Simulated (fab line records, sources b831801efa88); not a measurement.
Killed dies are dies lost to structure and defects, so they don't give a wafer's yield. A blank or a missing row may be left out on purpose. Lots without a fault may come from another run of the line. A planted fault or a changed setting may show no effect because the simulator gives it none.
Chamber matching | flow gf180mcu | GF_SAB_CVD_00 on pecvd-03: 3 sister chambers
The step deposits SiO2 from TEOS, target thk 50 nm, time 4.9302 s. 6 wafers are shown with their chamber, then 7 later ones without.

WAFERS WITH THEIR CHAMBER
wafer  | chamber | heater_power_w (W)
L125.4 | 1       | 813
L129.1 | 1       | 712
L129.2 | 0       | 773
L129.4 | 0       | 773
L131.1 | 2       | 508
L131.5 | 2       | 500

WAFERS WITHOUT THEIR CHAMBER
wafer  | heater_power_w (W)
L131.6 | 705
L132.1 | 729
L132.2 | 778
L132.5 | 525
L134.1 | 478
L134.4 | 501
L134.5 | 769

WHICH CHAMBER EACH WENT THROUGH
wafer  | from the rows above     | in truth
L131.6 | can't be placed: 1 or 0 | 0
L132.1 | can't be placed: 1 or 0 | 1
L132.2 | can't be placed: 0 or 1 | 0
L132.5 | 2                       | 2
L134.1 | 2                       | 2
L134.4 | 2                       | 2
L134.5 | can't be placed: 0 or 1 | 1
Placed correctly: 3 of 7. Can't be placed from these rows: 4 (the true chamber is among the candidates in 4). Placed wrongly: 0.
How it was worked out, from the rows above alone: a wafer's distance from a chamber is the root of the sum, over the readings, of the square of ((its reading less the chamber's mean) divided by the reading's scatter). The wafer belongs to the nearest chamber; if the next one is less than 2 further off, it can't be placed. A chamber's mean is the mean of its shown wafers. The scatter: the root of (the sum of the squares of (reading less its chamber's mean) over the shown wafers, divided by (wafers less chambers)).
